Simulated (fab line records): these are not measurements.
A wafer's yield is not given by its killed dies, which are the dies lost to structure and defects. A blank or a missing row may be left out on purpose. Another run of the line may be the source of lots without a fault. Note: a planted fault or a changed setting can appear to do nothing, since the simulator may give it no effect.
The tool behind it: which one? + flow sky130 + 11 lots, 33 wafers sampled, at 3 steps of a route of 708

WHAT THE GAUGES SHOWED, per wafer
SKY_LI_CONTACT_RS_MEAS_22: the measuring method here is four-point-probe.
| lot  | measured     | on            | LI_CONTACT_W_RS (ohm/sq) |
|------|--------------|---------------|--------------------------|
| L782 | day 28 23:02 | film metro-04 | 0.2841 0.2861 0.2869     |
| L783 | day 29 12:50 | film metro-03 | 0.2804 0.2805 0.2805     |
| L787 | day 31 00:40 | film metro-04 | 0.2824 0.2835 0.2801     |
| L790 | day 31 23:31 | film metro-03 | 0.2850 0.2775 0.2822     |
| L793 | day 32 23:23 | film metro-03 | 0.2841 0.2819 0.2853     |
| L794 | day 33 07:40 | film metro-03 | 0.2851 0.2812 0.2810     |
| L795 | day 33 10:50 | film metro-04 | 0.2838 0.2842 0.2831     |
| L796 | day 33 15:55 | film metro-04 | 0.2817 0.2877 0.2847     |
| L797 | day 34 03:26 | film metro-04 | 0.2750 0.2809 0.2758     |
| L804 | day 35 22:10 | film metro-03 | 0.2805 0.2841 0.2798     |
| L805 | day 36 05:35 | film metro-03 | 0.2787 0.2810 0.2795     |

TOOL THAT RAN EACH LOT (tool first, then ch and the chambers of the sampled wafers, then the start)
| lot  | SKY_POLY_CUT_ETCH_11               | SKY_LI_CONTACT_CVD_21         |
|------|------------------------------------|-------------------------------|
| L782 | rie diel-04 ch 0,2, day 24 00:12   | cvd w-02 ch 0,1, day 28 22:54 |
| L783 | rie diel-04 ch 0,1,3, day 24 14:10 | cvd w-02 ch 0,1, day 29 12:41 |
| L787 | rie diel-02 ch 0,1, day 26 04:55   | cvd w-01 ch 0,1, day 31 00:32 |
| L790 | rie diel-03 ch 0,1, day 27 04:03   | cvd w-01 ch 0,1, day 31 23:23 |
| L793 | rie diel-03 ch 0,1,3, day 28 07:04 | cvd w-01 ch 0,1, day 32 23:16 |
| L794 | rie diel-02 ch 1,2,3, day 28 14:09 | cvd w-02 ch 0,1, day 33 07:32 |
| L795 | rie diel-02 ch 0,1,3, day 28 19:25 | cvd w-01 ch 0,1, day 33 10:41 |
| L796 | rie diel-02 ch 1,2,3, day 28 23:22 | cvd w-02 ch 0,1, day 33 15:47 |
| L797 | rie diel-03 ch 0,2, day 29 13:43   | cvd w-01 ch 0,1, day 34 03:19 |
| L804 | rie diel-03 ch 0,1,3, day 31 10:28 | cvd w-02 ch 0,1, day 35 22:02 |
| L805 | rie diel-04 ch 1,2,3, day 31 17:50 | cvd w-02 ch 0,1, day 36 05:26 |
- SKY_POLY_CUT_ETCH_11: etches Si3N4 in CF4/CH2F2/Ar, stops on poly-Si, time 42.5 s, target depth 60 nm.
- SKY_LI_CONTACT_CVD_21: deposits W, target thk 400 nm, time 120.56 s.

THE ANSWER, worked out from the rows above alone
Rule: what is usual is taken from the lots themselves. The widest of any qualifying gaps counts: lots, ordered by their means at a reading, are off when they make up no more than a third of the lots, leave a main group of 4 or more, and stand apart from it by 3 or more times the standard deviation of that group's means. A main group whose means are all the same, to the digits that the tables above print for the reading, isn't used. A lot without any number at a reading at which 4 lots or more have one is off too. Where the step has rows for the other lots, those lots are counted as sound.
None of the lots is off at any reading shown; this tells nothing.

WHAT THE SIMULATOR HAD INSERTED
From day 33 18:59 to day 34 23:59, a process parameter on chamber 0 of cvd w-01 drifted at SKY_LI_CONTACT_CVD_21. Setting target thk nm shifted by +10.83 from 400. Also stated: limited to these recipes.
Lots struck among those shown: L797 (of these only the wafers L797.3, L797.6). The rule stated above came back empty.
